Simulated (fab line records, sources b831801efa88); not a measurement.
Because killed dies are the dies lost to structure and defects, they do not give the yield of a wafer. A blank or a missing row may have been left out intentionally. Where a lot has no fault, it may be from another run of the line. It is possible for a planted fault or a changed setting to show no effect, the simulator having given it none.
Chamber matching + flow sky130 + 4 sister chambers for SKY_FIELD_ISO_ETCH_17 on rie-si-01
The step etches Si in HBr/Cl2/O2, target depth 342 nm, time 97.7 s. 4 wafers are shown with their chamber, then 11 later ones without.

== WAFERS WITH THEIR CHAMBER ==
| wafer  | chamber | drypump-motor-current-A (A) |
|--------|---------|-----------------------------|
| L621.5 | 1       | 5.84                        |
| L624.1 | 3       | 6.26                        |
| L624.2 | 2       | 5.93                        |
| L625.1 | 0       | 5.46                        |

== WAFERS MISSING THEIR CHAMBER ==
| wafer  | drypump-motor-current-A (A) |
|--------|-----------------------------|
| L625.4 | 6.29                        |
| L625.6 | 5.89                        |
| L626.1 | 5.46                        |
| L626.3 | 5.88                        |
| L626.4 | 6.26                        |
| L629.1 | 6.28                        |
| L629.5 | 6.31                        |
| L629.6 | 5.92                        |
| L632.1 | 5.45                        |
| L632.3 | 6.28                        |
| L632.5 | 5.45                        |

== CHAMBER TAKEN BY EACH ==
| wafer  | from the rows above     | in truth |
|--------|-------------------------|----------|
| L625.4 | 3                       | 3        |
| L625.6 | can't be placed: 2 or 1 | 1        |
| L626.1 | 0                       | 0        |
| L626.3 | can't be placed: 1 or 2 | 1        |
| L626.4 | 3                       | 3        |
| L629.1 | 3                       | 3        |
| L629.5 | 3                       | 3        |
| L629.6 | 2                       | 2        |
| L632.1 | 0                       | 0        |
| L632.3 | 3                       | 3        |
| L632.5 | 0                       | 0        |
9 of 11 placed correctly. Cannot be placed on the basis of these rows: 2; the candidates contain the true chamber in 2. Wrongly placed: 0.
How it was worked out, from the rows above alone: a wafer's distance from a chamber is the root of the sum, over the readings, of the square of ((its reading less the chamber's mean) divided by the reading's scatter). The wafer belongs to the nearest chamber; if the next one is less than 2 further off, it can't be placed. Each chamber's mean is taken over the wafers shown for it. The scatter: root of mean squared gap, hidden wafer to nearest shown wafer, with one shown wafer a chamber.
